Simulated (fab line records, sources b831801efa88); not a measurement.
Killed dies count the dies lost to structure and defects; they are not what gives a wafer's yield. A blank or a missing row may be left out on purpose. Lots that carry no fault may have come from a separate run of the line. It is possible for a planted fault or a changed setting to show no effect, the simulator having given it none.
Comparing a struck lot with a sound one :: flow sky130 :: 15 out of 708 route steps
Sound: these wafers, L780.4, L780.5, L780.6. The struck wafers were L792.1, L792.3, L792.4. The cause is given at the end.
Each step with rows lists, per side, the tool, then ch with its chambers, then its first start. Under that, the readings that differ: sound wafers :: struck wafers :: difference of the means :: sigmas: that difference in standard deviations of wafers without a fault.
alike: words and numbers the same on both sides, and readings whose means are apart by under 2 such deviations; not compared: readings that were withheld, readings missing a value for some wafer, numbers with overlapping values and no deviation given by the record, and bounds like >300 which may hide the same value.
Wherever a step has rows on one side only, a row that says differs or no value, or a row with sigmas, the two part there. When numbers do not overlap yet have no deviation, they are printed without sigmas and do not part them. A reading that every wafer of one side lacks parts them only if that side has two wafers or more.

first, 4 steps without rows for these wafers: SKY_DNWELL_EXPOSE_04 (exposes mask DNM, target cd 3000 nm); SKY_DNWELL_PEB_05; SKY_DNWELL_DEVELOP_06 (develop time 60 s); SKY_DNWELL_IMPLANT_07.
SKY_DNWELL_STRIP_08: strips in O2/N2.
  sound on plasma asher-04 ch 0,1, day 3 04:29; struck on plasma asher-03 ch 0,1, day 5 23:04
  alike: drypump motor current A, oes product au, strip time to endpoint s
  not compared: rf hours counter h
SKY_DNWELL_TW_MEAS_09:
  sound: film metro-01 at day 3 04:35; struck: film metro-02 at day 5 23:10
  alike: DNWELL_TW
then, 6 steps without rows for these wafers: SKY_PWDE_DEHYDRATE_00 (time 60 s); SKY_PWDE_HMDS_01 (prime time 60 s); SKY_PWDE_COAT_02 (resist thk 3000 nm); SKY_PWDE_SOFTBAKE_03; SKY_PWDE_EXPOSE_04 (exposes mask PWDEM, target cd 840 nm); SKY_PWDE_PEB_05.
SKY_PWDE_DEVELOP_06: develop time 60 s.
  sound on litho track-04 ch 0, day 3 20:00; struck on litho track-03 ch 0, day 6 17:00
reading: developer temp C (C)
sound: 23.00 22.92 23.09
struck: 23.78 23.89 24.03
difference: +0.90
sigmas: +9

reading: exhaust pa (Pa)
sound: 43.0 43.1 44.8
struck: 45.2 46.1 46.5
difference: +2.3
sigmas: +3
SKY_PWDE_OVL_MEAS_07:
  sound: overlay-02 at day 3 20:44; struck: overlay-01 at day 6 17:58
  alike: PWDE_OVL
-- the record jumps here: 42 days lie between the struck wafers' starts before and after (it left off in module PWDE and takes up again in module PAD_OPEN, whose first step shown is number 708 of the route) --
SKY_PAD_OPEN_PROBE_99:
  only the struck wafers here have rows in the record (prober-01, day 48 23:59); the sound ones have none

## WHERE THEY PART
First at SKY_PWDE_DEVELOP_06; last, within this record, at SKY_PAD_OPEN_PROBE_99.

WHY: what the simulator had put in
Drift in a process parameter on litho track-03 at SKY_PWDE_DEVELOP_06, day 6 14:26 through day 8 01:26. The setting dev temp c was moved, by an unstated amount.
